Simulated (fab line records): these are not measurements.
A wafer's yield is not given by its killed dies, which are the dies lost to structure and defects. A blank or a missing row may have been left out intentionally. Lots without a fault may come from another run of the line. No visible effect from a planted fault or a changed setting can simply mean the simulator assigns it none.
Chamber matching ; flow gf180mcu ; GF_CONTACT_ETCH_17 on rie-diel-03 has 4 sister chambers
The step etches SiO2 in C4F8/O2/Ar, stops on CoSi2, target depth 860 nm. 8 wafers are shown with their chamber, then 8 later ones without.

== EACH WAFER AND ITS CHAMBER ==
wafer;chamber;oes-product-au (a.u.)
L695.2;3;0.813
L696.1;3;0.827
L708.2;0;0.822
L708.6;2;0.812
L710.4;2;0.814
L710.5;0;0.810
L710.6;1;0.809
L711.2;1;0.809

== WAFERS WITHOUT THEIR CHAMBER ==
wafer;oes-product-au (a.u.)
L711.4;0.817
L711.6;0.818
L712.4;0.818
L712.5;0.814
L712.6;0.813
L713.1;0.819
L713.3;0.819
L713.5;0.812

== CHAMBER TAKEN BY EACH ==
wafer;from the rows above;in truth
L711.4;can't be placed: 0 or 3 or 2 or 1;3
L711.6;can't be placed: 0 or 3 or 2 or 1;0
L712.4;can't be placed: 0 or 3 or 2 or 1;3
L712.5;can't be placed: 2 or 0 or 1 or 3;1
L712.6;can't be placed: 2 or 0 or 1 or 3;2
L713.1;can't be placed: 3 or 0 or 2 or 1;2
L713.3;can't be placed: 3 or 0 or 2 or 1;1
L713.5;can't be placed: 2 or 1 or 0 or 3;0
0 of 8 placed correctly. These rows do not allow placing 8 (true chamber among the candidates in 8). Placed wrongly: 0.
How it was worked out, from the rows above alone: a wafer's distance from a chamber is the root of the sum, over the readings, of the square of ((its reading less the chamber's mean) divided by the reading's scatter). The wafer belongs to the nearest chamber; if the next one is less than 2 further off, it can't be placed. A chamber's mean is the mean of its shown wafers. The scatter is the square root of a quotient: the sum, over the shown wafers, of each reading's squared deviation from its chamber's mean, divided by wafers minus chambers.
